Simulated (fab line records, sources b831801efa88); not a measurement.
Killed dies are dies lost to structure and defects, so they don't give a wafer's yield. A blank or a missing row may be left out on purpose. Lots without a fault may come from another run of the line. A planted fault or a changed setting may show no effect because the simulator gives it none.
Which tool did it? | flow gf180mcu | 11 lots, 33 wafers sampled, at 5 steps of a route of 602

WHAT THE GAUGES READ, wafer by wafer
GF_PSD_RS_MEAS_14: measures by four-point-probe. Usual: NSD_RS 46.16 ohm/sq, standard deviation 0.085.
lot  | measured     | on            | NSD_RS (ohm/sq)   | flag
L226 | day 14 15:51 | film_metro-01 | 46.19 46.14 46.17 |
L227 | day 15 00:56 | film_metro-04 | 46.12 45.96 45.98 |
L229 | day 15 23:32 | film_metro-02 | 46.22 46.16 46.09 |
L230 | day 16 05:43 | film_metro-01 | 46.20 46.18 46.20 |
L234 | day 17 16:01 | film_metro-04 | 44.93 44.92 44.96 | OFF
L235 | day 18 00:28 | film_metro-01 | 45.08 45.11 45.07 | OFF
L237 | day 18 20:29 | film_metro-02 | 46.22 46.27 46.22 |
L239 | day 19 08:55 | film_metro-02 | 46.18 46.09 46.16 |
L244 | day 21 05:44 | film_metro-01 | 46.18 46.17 46.24 |
L245 | day 21 11:49 | film_metro-01 | 46.20 46.13 46.15 |
L246 | day 21 22:18 | film_metro-02 | 46.10 46.15 46.29 |

GF_PSD_RS_MEAS_15: measures by four-point-probe. Usual: PSD_RS 108.57 ohm/sq, standard deviation 0.29.
lot  | measured     | on            | PSD_RS (ohm/sq)      | flag
L226 | day 14 15:58 | film_metro-01 | 108.74 108.45 108.48 |
L227 | day 15 01:04 | film_metro-04 | 108.21 108.19 107.95 |
L229 | day 15 23:40 | film_metro-02 | 108.38 108.52 108.36 |
L230 | day 16 05:50 | film_metro-01 | 108.77 108.76 108.61 |
L234 | day 17 16:08 | film_metro-04 | 104.15 104.25 104.29 | OFF
L235 | day 18 00:35 | film_metro-01 | 104.60 104.94 104.94 | OFF
L237 | day 18 20:37 | film_metro-02 | 108.46 108.66 108.68 |
L239 | day 19 09:02 | film_metro-02 | 108.53 108.39 108.45 |
L244 | day 21 05:52 | film_metro-01 | 108.60 108.59 108.99 |
L245 | day 21 11:56 | film_metro-01 | 109.37 108.69 108.92 |
L246 | day 21 22:25 | film_metro-02 | 108.58 108.39 108.34 |

GF_SALICIDE_RS_MEAS_04: measures by four-point-probe. Usual: SALICIDE_TIN_RS 16.4 ohm/sq, standard deviation 0.35.
lot  | measured     | on            | SALICIDE_TIN_RS (ohm/sq) | flag
L226 | day 15 13:35 | film_metro-04 | 16.3 16.0 16.6           |
L227 | day 15 23:20 | film_metro-01 | 16.7 16.7 16.6           |
L229 | day 16 22:32 | film_metro-03 | 15.9 15.9 15.8           |
L230 | day 17 05:07 | film_metro-04 | 16.5 16.4 16.4           |
L234 | day 18 16:23 | film_metro-01 | 16.5 16.1 16.5           |
L235 | day 19 00:58 | film_metro-03 | 16.2 16.4 16.8           |
L237 | day 19 22:02 | film_metro-01 | 16.6 15.9 15.7           |
L239 | day 20 09:44 | film_metro-04 | 16.9 16.8 16.8           |
L244 | day 22 06:35 | film_metro-01 | 17.0 17.0 17.0           |
L245 | day 22 12:00 | film_metro-01 | 16.5 16.4 16.0           |
L246 | day 22 21:56 | film_metro-01 | 16.6 16.6 16.8           |

WHICH TOOL RAN EACH LOT (tool, then ch and the chambers of the sampled wafers, then the start)
lot  | GF_POLY_GATE_ETCH_12               | GF_PSD_RTA_13
L226 | rie_diel-04 ch 0,1,2, day 9 10:33  | rtp_anneal-01 ch 0, day 14 15:41
L227 | rie_diel-03 ch 1,2,3, day 9 18:25  | rtp_anneal-02 ch 0, day 15 00:51
L229 | rie_diel-01 ch 0,2,3, day 10 13:09 | rtp_anneal-02 ch 0, day 15 23:27
L230 | rie_diel-03 ch 0,2,3, day 10 20:03 | rtp_anneal-01 ch 0, day 16 05:38
L234 | rie_diel-01 ch 0,2,3, day 11 23:57 | rtp_anneal-01 ch 0, day 17 15:56
L235 | rie_diel-01 ch 0,2,3, day 12 08:13 | rtp_anneal-01 ch 0, day 18 00:23
L237 | rie_diel-04 ch 0,1,2, day 12 22:49 | rtp_anneal-02 ch 0, day 18 20:24
L239 | rie_diel-03 ch 1,2,3, day 13 09:13 | rtp_anneal-02 ch 0, day 19 08:50
L244 | rie_diel-03 ch 1,3, day 15 00:21   | rtp_anneal-01 ch 0, day 21 05:40
L245 | rie_diel-03 ch 0,3, day 15 06:19   | rtp_anneal-01 ch 0, day 21 11:43
L246 | rie_diel-01 ch 0,1,2, day 15 15:07 | rtp_anneal-01 ch 0, day 21 22:13
- GF_POLY_GATE_ETCH_12: etches BARC in N2/H2.
- GF_PSD_RTA_13: time 20 s.

WHAT THE TOOLS THEMSELVES READ (means of the sampled wafers that have a number; where no wafer has one, the mark that the record gives instead)
GF_POLY_GATE_ETCH_12. Usual: chamber_pressure_mTorr 30.000 mTorr, standard deviation 0.026; drypump_motor_current_A 5.7 A, standard deviation 0.41; oes_product_au 0.735 a.u., standard deviation 0.0047; throttle_valve_pct 13.215 %, standard deviation 0.0084.
lot  | tool        | chamber_pressure_mTorr (mTorr) | drypump_motor_current_A (A) | oes_product_au (a.u.) | throttle_valve_pct (%) | flag
L226 | rie_diel-04 | 29.982                         | 5.5                         | 0.735                 | 13.219                 |
L227 | rie_diel-03 | 29.987                         | 5.9                         | 0.734                 | 13.214                 |
L229 | rie_diel-01 | 30.017                         | 5.8                         | 0.734                 | 13.217                 |
L230 | rie_diel-03 | 29.994                         | 5.7                         | 0.736                 | 13.219                 |
L234 | rie_diel-01 | 30.015                         | 5.8                         | 0.738                 | 13.209                 |
L235 | rie_diel-01 | 29.994                         | 5.8                         | 0.738                 | 13.212                 |
L237 | rie_diel-04 | 30.016                         | 5.5                         | 0.735                 | 13.214                 |
L239 | rie_diel-03 | 30.004                         | 5.9                         | 0.731                 | 13.215                 |
L244 | rie_diel-03 | 30.004                         | 6.3                         | 0.736                 | 13.216                 |
L245 | rie_diel-03 | 30.012                         | 5.7                         | 0.734                 | 13.220                 |
L246 | rie_diel-01 | 30.006                         | 5.8                         | 0.734                 | 13.214                 |

GF_PSD_RTA_13. Usual: lamp_power_pct 37.8 %, standard deviation 2.8; wafer_temp_C_max 1029.2, standard deviation 1.5.
lot  | tool          | lamp_power_pct (%) | wafer_temp_C_max | flag
L226 | rtp_anneal-01 | 34.7               | 1031.1           |
L227 | rtp_anneal-02 | 40.4               | 1027.8           |
L229 | rtp_anneal-02 | 40.4               | 1027.6           |
L230 | rtp_anneal-01 | 34.7               | 1030.3           |
L234 | rtp_anneal-01 | 35.4               | 1037.7           | OFF
L235 | rtp_anneal-01 | 35.4               | 1038.2           | OFF
L237 | rtp_anneal-02 | 40.4               | 1028.1           |
L239 | rtp_anneal-02 | 40.4               | 1028.1           |
L244 | rtp_anneal-01 | 34.7               | 1030.1           |
L245 | rtp_anneal-01 | 34.7               | 1030.7           |
L246 | rtp_anneal-01 | 34.7               | 1031.3           |

THE ANSWER, worked out from the rows above alone
Rule: a lot is off if the mean of its wafers that have a number lies more than 3 standard deviations from the usual mean. A lot without any number at a reading at which 4 lots or more have one is off too. The other lots that the step has rows for count as sound. The gauges are gone through in route order, then the tools' own readings, and for those a lot's mean is taken as printed above. The first step at which some lot is off is used, and at that step the reading that is off furthest; a lot without a number counts as furthest.
Off: L234, L235, at GF_PSD_RS_MEAS_14 (NSD_RS).
A tool fits if, at a process step before that reading, it ran every lot that is off, and no sound lot after the first of them. The gauges at GF_PSD_RS_MEAS_14 aren't tried: what is off there is off at GF_PSD_RTA_13 too, on other tools, and a gauge's error can't cause that. None of those tried fits.

WHAT THE SIMULATOR HAD PUT IN
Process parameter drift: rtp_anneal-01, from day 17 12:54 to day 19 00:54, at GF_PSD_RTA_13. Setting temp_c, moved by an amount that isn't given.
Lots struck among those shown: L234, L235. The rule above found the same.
